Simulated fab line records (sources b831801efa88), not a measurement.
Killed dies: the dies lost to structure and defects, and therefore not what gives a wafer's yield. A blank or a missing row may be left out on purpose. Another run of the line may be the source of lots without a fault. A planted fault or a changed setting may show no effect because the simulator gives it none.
A lot that was struck, set against a sound lot || flow sky130 || 43 out of 708 route steps
Sound: these wafers, L460.2, L460.3, L460.6. Struck: wafers L473.2, L473.4 (left out: L473.1, a lot-mate that was not struck); the cause follows at the end.
For every step that has rows: the tool of each side, followed by ch and its chambers, followed by its first start. Under that, the readings that differ: sound wafers || struck wafers || difference of the means || sigmas: that difference in standard deviations of wafers without a fault.
alike: readings whose means differ by less than 2 such deviations, and words and numbers that are the same on both sides. not compared: withheld readings, readings that some wafer has no value for, bounds like >300 that may hide the same value, and numbers for which the record gives no deviation and whose values overlap.
A row with sigmas, a row that says differs or no value, or rows on one side alone: a step with any of these is where the two part. Numbers that have no deviation but don't overlap get no sigmas and don't part them. Lack of a reading on every wafer of one side parts them only where that side has two or more wafers.

first, 3 steps without rows for these wafers: SKY_SONOS_ONO_WET_ETCH_18 (etches Si3N4 in H3PO4, target depth 15 nm, time 172 s); SKY_GATE_OXIDE_CLEAN_00 (cleans in SC1/SC2, time 150 s); SKY_GATE_OXIDE_OXIDATION_01 (stabilise 600 s, purge 300 s, target thk 10.268 nm).
SKY_GATE_OXIDE_THK_MEAS_02:
  sound on film metro-01, day 14 11:14; struck on film metro-01, day 19 00:21
  alike: GATE_OXIDE_OXIDATION_00_THK
then, 7 steps without rows for these wafers: SKY_GATE_OXIDE_DEHYDRATE_03 (time 60 s); SKY_GATE_OXIDE_HMDS_04 (prime time 60 s); SKY_GATE_OXIDE_COAT_05 (resist thk 1140 nm); SKY_GATE_OXIDE_SOFTBAKE_06 (time 60 s); SKY_GATE_OXIDE_EXPOSE_07 (exposes mask LVOM, target cd 600 nm); SKY_GATE_OXIDE_PEB_08; SKY_GATE_OXIDE_DEVELOP_09 (develop time 60 s).
SKY_GATE_OXIDE_OVL_MEAS_10:
  sound on overlay-01, day 15 13:17; struck on overlay-02, day 20 05:42
  alike: GATE_OXIDE_OVL
SKY_GATE_OXIDE_IMPLANT_11:
  sound on implanter-01 ch 0, day 15 13:21; struck on implanter-04 ch 0, day 20 05:44
  alike: beam energy keV
then, 1 step without rows for these wafers: SKY_GATE_OXIDE_WET_ETCH_12 (etches SiO2 in dHF, target depth 16.8 nm, time 336 s).
SKY_GATE_OXIDE_STRIP_13: strips in O2/N2.
  sound on plasma asher-03 ch 0, day 15 13:34; struck on plasma asher-03 ch 0,1, day 20 06:05
  alike: drypump motor current A, oes product au, strip time to endpoint s
  not compared: rf hours counter h
SKY_GATE_OXIDE_TW_MEAS_14:
  sound on film metro-03, day 15 13:41; struck on film metro-03, day 20 06:11
  alike: GATE_OXIDE_TW
then, 3 steps without rows for these wafers: SKY_GATE_OXIDE_CLEAN_15 (cleans in SC1/SC2, time 150 s); SKY_GATE_OXIDE_OXIDATION_16 (stabilise 600 s, purge 300 s, target thk 3.57 nm); SKY_POLY_GATE_CVD_00 (deposits poly-Si, target thk 180 nm, time 720 s).
SKY_POLY_GATE_THK_MEAS_01:
  sound on film metro-02, day 15 17:39; struck on film metro-04, day 20 09:15
  alike: POLY_GATE_CVD_00_THK
then, 8 steps without rows for these wafers: SKY_RES_PROTECT_DEHYDRATE_00 (time 60 s); SKY_RES_PROTECT_HMDS_01 (prime time 60 s); SKY_RES_PROTECT_COAT_02 (resist thk 1140 nm); SKY_RES_PROTECT_SOFTBAKE_03 (time 60 s); SKY_RES_PROTECT_EXPOSE_04 (exposes mask RPM, target cd 1270 nm); SKY_RES_PROTECT_PEB_05; SKY_RES_PROTECT_DEVELOP_06 (develop time 60 s); SKY_POLY_GATE_IMPLANT_02.
SKY_RES_PROTECT_STRIP_07: strips in O2/N2.
  sound on plasma asher-01 ch 0,1, day 16 22:13; struck on plasma asher-01 ch 0,1, day 21 15:57
{"reading": "strip time to endpoint s (s)", "sound": "23.24 23.22 23.30", "struck": "23.33 23.35", "difference": "+0.09", "sigmas": "+3"}
  alike: drypump motor current A, oes product au
  not compared: rf hours counter h
SKY_RES_PROTECT_TW_MEAS_08:
  sound on film metro-02, day 16 22:19; struck on film metro-01, day 21 16:03
{"reading": "POLY_GATE_TW", "sound": "4077 4071 4073", "struck": "4017 4008", "difference": -61, "sigmas": -3}
then, 2 steps without rows for these wafers: SKY_RES_PROTECT_CLEAN_09 (cleans in SC1/SC2, time 150 s); SKY_POLY_GATE_CVD_03 (deposits Si3N4 from DCS/NH3, target thk 75 nm, time 1290 s).
SKY_POLY_GATE_THK_MEAS_04:
  sound on film metro-03, day 17 00:57; struck on film metro-04, day 21 17:31
  alike: POLY_GATE_CVD_03_THK
then, 8 steps without rows for these wafers: SKY_POLY_GATE_DEHYDRATE_05 (time 60 s); SKY_POLY_GATE_HMDS_06 (prime time 60 s); SKY_POLY_GATE_COAT_07 (resist thk 110 nm); SKY_POLY_GATE_COAT_08 (resist thk 450 nm); SKY_POLY_GATE_SOFTBAKE_09 (time 90 s); SKY_POLY_GATE_EXPOSE_10 (exposes mask P1M, target cd 150 nm); SKY_POLY_GATE_PEB_11; SKY_POLY_GATE_DEVELOP_12 (develop time 60 s).
SKY_POLY_GATE_CD_MEAS_13 targets a cd of 150 nm.
  sound on cd sem-02, day 18 06:26; struck on cd sem-02, day 23 00:11
  alike: cd nm
-- record jumps: 27 days separate the struck wafers' starts on either side; left off in module POLY_GATE, taken up again in module PAD_OPEN, whose first shown step is the route's number 708 --
SKY_PAD_OPEN_PROBE_99:
  sound on prober-02, day 47 02:37; struck on prober-01, day 49 23:07
{"reading": "model.etest.pfet_01v8_lvt.drive ua um", "sound": "175.9 174.4 175.6", "struck": "171.1 168.3", "difference": -5.6, "sigmas": ""}
{"reading": "model.etest.pfet_01v8.drive ua um", "sound": "190.7 188.9 187.5", "struck": "194.6 193.7", "difference": "+5.1", "sigmas": ""}
{"reading": "model.etest.pfet_01v8_mvt.drive ua um", "sound": "149.7 149.7 149", "struck": "153.7 150.7", "difference": "+2.7", "sigmas": ""}
{"reading": "model.etest.pfet_01v8.drive ua um range", "sound": "7.078 8.805 4.389", "struck": "16.19 11.5", "difference": "+7.09", "sigmas": ""}
{"reading": "model.etest.pfet_01v8_hvt.drive ua um", "sound": "140.9 140.8 139.8", "struck": "145.2 143.5", "difference": "+3.8", "sigmas": ""}
{"reading": "model.etest.nfet_01v8.drive ua um range", "sound": "6.009 8.518 7.002", "struck": "15.42 15.13", "difference": "+8.10", "sigmas": ""}
{"reading": "model.etest.pfet_01v8_lvt.off log10 a um", "sound": "-8.722 -8.765 -8.913", "struck": "-9.554 -9.672", "difference": -0.813, "sigmas": ""}
{"reading": "model.etest.pfet_01v8_mvt.off log10 a um", "sound": "-11.03 -10.88 -11.01", "struck": "-10.76 -10.76", "difference": "+0.21", "sigmas": ""}
  alike: killed_at_M0_to_M3, killed_at_M4_up, killed at contacts, killed at front end, killed at other, killed dies, killed open, killed short

WHERE THEY PART
Last at SKY_RES_PROTECT_TW_MEAS_08 as far as this record goes, first at SKY_RES_PROTECT_STRIP_07. Later steps at which nothing parts them and some readings are alike: SKY_POLY_GATE_THK_MEAS_04, SKY_POLY_GATE_CD_MEAS_13, SKY_PAD_OPEN_PROBE_99.

WHY: whatever the simulator had introduced
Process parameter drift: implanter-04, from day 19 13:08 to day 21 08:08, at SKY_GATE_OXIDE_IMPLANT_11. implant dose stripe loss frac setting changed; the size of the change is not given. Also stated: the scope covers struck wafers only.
